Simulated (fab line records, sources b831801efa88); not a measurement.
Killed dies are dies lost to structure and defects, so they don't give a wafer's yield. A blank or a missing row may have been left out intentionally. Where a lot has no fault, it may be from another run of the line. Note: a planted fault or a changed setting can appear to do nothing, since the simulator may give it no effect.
One fault through the eyes of 2 desks / flow gf180mcu / each desk holds nothing but its own numbers, with what lay behind them at the end

## METROLOGY DESK
Lot by lot, what the gauges showed, no matter which tool ran the lot: averages of those sampled wafers that carry a number. A lot is out of limits, marked OUT, if its mean lies more than 4 standard deviations from the usual mean; the brackets give that distance.
Columns: A = V1_W_RS at GF_V1_RS_MEAS_24, usual 0.326 ohm/sq; B = V2_W_RS at GF_V2_RS_MEAS_24, usual 0.323 ohm/sq; C = V2_W_THK at GF_V2_THK_MEAS_25, usual 370 nm
lot=L412; first seen here=day 18 07:01; A=0.327; B=0.326; C=371
lot=L414; first seen here=day 18 23:04; A=0.324; B=0.322; C=375
lot=L417; first seen here=day 19 23:08; A=0.319; B=0.254 (-9.9) OUT; C=463 (+11) OUT
lot=L418; first seen here=day 20 10:32; A=0.323; B=0.293 (-4.3) OUT; C=423 (+6.2) OUT
lot=L427; first seen here=day 23 17:51; A=0.320; B=0.324; C=368
lot=L428; first seen here=day 24 05:45; A=0.319; B=0.317; C=377
lot=L429; first seen here=day 25 03:58; A=0.319; B=0.321; C=365
lot=L431; first seen here=day 25 11:37; A=0.326; B=0.320; C=376
lot=L435; first seen here=day 26 07:07; A=0.323; B=0.325; C=373
lot=L434; first seen here=day 26 08:42; A=0.325; B=0.326; C=371
This desk's result: L417, L418 out of limits, first on L417 (V2_W_RS at GF_V2_RS_MEAS_24), day 22 01:55. Within limits: L412, L414, L427, L428, L429, L431, L435, L434.

## FOR THE TOOL OWNER'S DESK: cvd w-01
The tool's own readings at GF_V2_CVD_23 (deposits W, target thk 350 nm, time 104.94 s): means of the sampled wafers that have a number, for each lot that ran on this tool. A lot is out of limits, marked OUT, if its mean lies more than 4 standard deviations from the usual mean; the brackets give that distance.
Columns: A = heater power w at GF_V2_CVD_23, usual 829 W
lot=L412; first seen here=day 20 10:04; A=832
lot=L414; first seen here=day 21 02:38; A=836
lot=L417; first seen here=day 22 01:47; A=829
lot=L418; first seen here=day 22 12:07; A=854
lot=L429; first seen here=day 27 00:30; A=866
lot=L431; first seen here=day 27 08:33; A=867
Result from this desk: across the 6 lots, nothing is out of limits.

## ALL TOGETHER
The metrology desk could have raised an alarm at day 22 01:55, on L417, L418.
The desk of the tool owner found nothing out of limits.
Tool owner's desk: L417, L418 on record, inside its limits.
All the named lots went through GF_V2_CVD_23 on cvd w-01.

## WHAT HAD BEEN PUT IN BY THE SIMULATOR
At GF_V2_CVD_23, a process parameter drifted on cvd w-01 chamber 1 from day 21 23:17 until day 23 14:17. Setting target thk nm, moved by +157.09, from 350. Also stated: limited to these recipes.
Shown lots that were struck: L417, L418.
Per desk, hours elapsed from the start of the fault to the first reading out of limits: for the metrology desk, 3.
